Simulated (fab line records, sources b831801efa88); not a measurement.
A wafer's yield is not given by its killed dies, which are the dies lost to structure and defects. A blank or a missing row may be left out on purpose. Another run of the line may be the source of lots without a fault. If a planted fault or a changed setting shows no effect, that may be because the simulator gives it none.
Chamber matching | flow sfq line | SFQ_TRILAYER_I4_CMP_CMP_100 on cmp-02 has 4 sister chambers
The step polishes SiO2. 14 wafers are shown with their chamber, then 7 later ones without.

== WAFERS PAIRED WITH THEIR CHAMBERS ==
wafer  | chamber | motor current A (A) | edge zone pressure frac | time to endpoint s (s)
L998.3 | 2       | 9.5                 | 0.990                   | 224
L998.4 | 1       | 9.9                 | 1.000                   | 222
L998.6 | 1       | 9.6                 | 1.001                   | 218
L108.2 | 2       | 9.8                 | 1.001                   | 214
L108.3 | 0       | 9.9                 | 0.999                   | 208
L108.5 | 3       | 9.8                 | 1.005                   | 214
L109.3 | 0       | 10.6                | 0.999                   | 222
L109.4 | 2       | 9.5                 | 0.998                   | 221
L109.6 | 0       | 10.2                | 0.999                   | 224
L113.4 | 1       | 9.6                 | 0.992                   | 222
L113.1 | 3       | 9.9                 | 1.000                   | 216
L113.6 | 1       | 10.0                | 0.997                   | 224
L114.2 | 2       | 9.5                 | 1.008                   | 220
L114.5 | 3       | 9.3                 | 1.006                   | 215

SIGNATURES (means of the wafers above)
reading                 | chamber 0 | chamber 1 | chamber 2 | chamber 3 | scatter within a chamber
motor current A         | 10.233    | 9.775     | 9.575     | 9.667     | 0.255
edge zone pressure frac | 0.99900   | 0.99750   | 0.99925   | 1.00367   | 0.00486
time to endpoint s      | 218.00    | 221.50    | 219.75    | 215.00    | 4.75
Rule: for a wafer and a chamber, the distance is found by dividing, reading by reading, the gap between the wafer's reading and the chamber's mean by the reading's scatter, squaring, summing and taking the root. If the next closest chamber is less than 2 further off than the closest, the wafer can't be placed; otherwise it belongs to the closest. The scatter: take each reading less its chamber's mean, square it, sum over the shown wafers, divide by the number of wafers less the number of chambers, and take the root.

== WAFERS WITHOUT THEIR CHAMBER ==
wafer  | motor current A (A) | edge zone pressure frac | time to endpoint s (s)
L114.6 | 9.6                 | 1.006                   | 223
L115.3 | 9.4                 | 0.992                   | 228
L115.4 | 9.7                 | 0.998                   | 224
L115.6 | 10.0                | 1.006                   | 220
L117.2 | 9.7                 | 0.994                   | 216
L117.3 | 9.8                 | 0.995                   | 216
L117.5 | 9.5                 | 1.000                   | 226

== EACH ONE'S CHAMBER ==
wafer  | from the rows above               | in truth
L114.6 | can't be placed: 2 or 3 or 1 or 0 | 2
L115.3 | can't be placed: 1 or 2 or 3 or 0 | 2
L115.4 | can't be placed: 1 or 2 or 3 or 0 | 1
L115.6 | can't be placed: 3 or 0 or 1 or 2 | 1
L117.2 | can't be placed: 1 or 2 or 3 or 0 | 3
L117.3 | can't be placed: 1 or 2 or 3 or 0 | 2
L117.5 | can't be placed: 2 or 1 or 3 or 0 | 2
Placed correctly: 0 of 7. Cannot be placed on the basis of these rows: 7; the candidates contain the true chamber in 7. Placed wrongly: 0.
